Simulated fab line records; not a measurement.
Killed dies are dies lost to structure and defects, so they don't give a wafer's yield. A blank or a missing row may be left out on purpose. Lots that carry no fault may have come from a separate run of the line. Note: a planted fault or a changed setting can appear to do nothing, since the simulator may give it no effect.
The tool behind it: which one?    flow sky130    42 wafers from 14 lots sampled at 3 of the route's 708 steps

== WHAT EACH GAUGE READ, for each wafer ==
SKY_VIA4_THK_MEAS_01.
lot   measured      on            VIA4_HDPCVD_THK (nm)
L336  day 41 17:02  filmMetro-02  1718 1706 1685
L337  day 41 21:12  filmMetro-01  1725 1681 1720
L338  day 41 23:01  filmMetro-02  1707 1721 1685
L339  day 42 15:41  filmMetro-02  1689 1712 1684
L340  day 42 17:25  filmMetro-01  1708 1688 1683
L344  day 44 16:30  filmMetro-01  1717 1692 1674
L345  day 44 19:24  filmMetro-02  1669 1711 1687
L348  day 45 05:17  filmMetro-03  1682 1702 1662
L350  day 45 13:44  filmMetro-01  1670 1684 1658
L351  day 45 18:55  filmMetro-02  1659 1674 1659
L353  day 46 08:29  filmMetro-03  1673 1661 1690
L354  day 46 09:31  filmMetro-02  1694 1691 1697
L355  day 46 18:13  filmMetro-02  1643 1679 1659
L358  day 47 05:36  filmMetro-02  1695 1684 1678

== EACH LOT AND THE TOOL THAT RAN IT (in order: tool; ch and the chambers of the sampled wafers; start) ==
lot   SKY_RES_PROTECT_EXPOSE_04           SKY_METAL4_DESCUM_15
L336  ilineStepper-01 ch 0, day 14 12:13  rieMetal-02 ch 1, day 41 15:53
L337  ilineStepper-02 ch 0, day 14 19:55  rieMetal-02 ch 0,1, day 41 20:02
L338  ilineStepper-01 ch 0, day 14 21:38  rieMetal-03 ch 0, day 41 21:41
L339  ilineStepper-01 ch 0, day 15 13:23  rieMetal-02 ch 0,1, day 42 14:30
L340  ilineStepper-02 ch 0, day 15 22:37  rieMetal-02 ch 0,1, day 42 16:14
L344  ilineStepper-01 ch 0, day 17 21:56  rieMetal-03 ch 0,1, day 44 15:23
L345  ilineStepper-01 ch 0, day 18 01:43  rieMetal-03 ch 0,1, day 44 18:17
L348  ilineStepper-02 ch 0, day 18 23:37  rieMetal-03 ch 0,1, day 45 04:11
L350  ilineStepper-02 ch 0, day 19 11:47  rieMetal-03 ch 0,1, day 45 12:38
L351  ilineStepper-01 ch 0, day 19 17:57  rieMetal-01 ch 0,1, day 45 17:48
L353  ilineStepper-01 ch 0, day 20 14:31  rieMetal-02 ch 0,1, day 46 07:24
L354  ilineStepper-01 ch 0, day 20 19:44  rieMetal-02 ch 0,1, day 46 08:23
L355  ilineStepper-01 ch 0, day 21 08:16  rieMetal-03 ch 0,1, day 46 17:04
L358  ilineStepper-01 ch 0, day 22 03:11  rieMetal-02 ch 0,1, day 47 04:29
- SKY_RES_PROTECT_EXPOSE_04: exposes mask RPM, target cd 1270 nm.
- SKY_METAL4_DESCUM_15: chemistry O2, time 8 s.

== WHAT THE TOOLS THEMSELVES READ (means of the sampled wafers that have a number; where no wafer has one, the mark that the record gives instead) ==
SKY_METAL4_DESCUM_15.
lot   tool         drypumpMotorCurrentA (A)  oesProductAu (a.u.)
L336  rieMetal-02  5.3                       0.975
L337  rieMetal-02  5.7                       0.991
L338  rieMetal-03  5.6                       1.035
L339  rieMetal-02  5.7                       0.992
L340  rieMetal-02  5.7                       0.990
L344  rieMetal-03  5.7                       1.021
L345  rieMetal-03  5.8                       1.007
L348  rieMetal-03  5.7                       1.030
L350  rieMetal-03  5.7                       1.016
L351  rieMetal-01  5.9                       0.989
L353  rieMetal-02  6.1                       0.999
L354  rieMetal-02  5.7                       0.993
L355  rieMetal-03  5.8                       0.995
L358  rieMetal-02  5.7                       0.997

== THE ANSWER, worked out from the rows above alone ==
Rule: usual is defined by the lots themselves. Put in order of their means at a reading, lots are off if they are a third of the lots or fewer, leave a main group of 4 or more, and stand apart from it by a gap of 3 or more times the standard deviation of the main group's means; of several such gaps the widest counts. The tables above print the reading to a certain number of digits; a main group whose means all agree to those digits is not used. A lot without any number at a reading at which 4 lots or more have one is off too. Any other lot the step has rows for is counted as sound. The gauges are gone through in route order, then the tools' own readings, and for those a lot's mean is taken as printed above. The first step at which some lot is off is used, and at that step the reading that is off furthest; a lot without a number counts as furthest.
No lot is off on any of the readings shown, so nothing can be concluded from this.

== WHAT HAD BEEN PUT IN BY THE SIMULATOR ==
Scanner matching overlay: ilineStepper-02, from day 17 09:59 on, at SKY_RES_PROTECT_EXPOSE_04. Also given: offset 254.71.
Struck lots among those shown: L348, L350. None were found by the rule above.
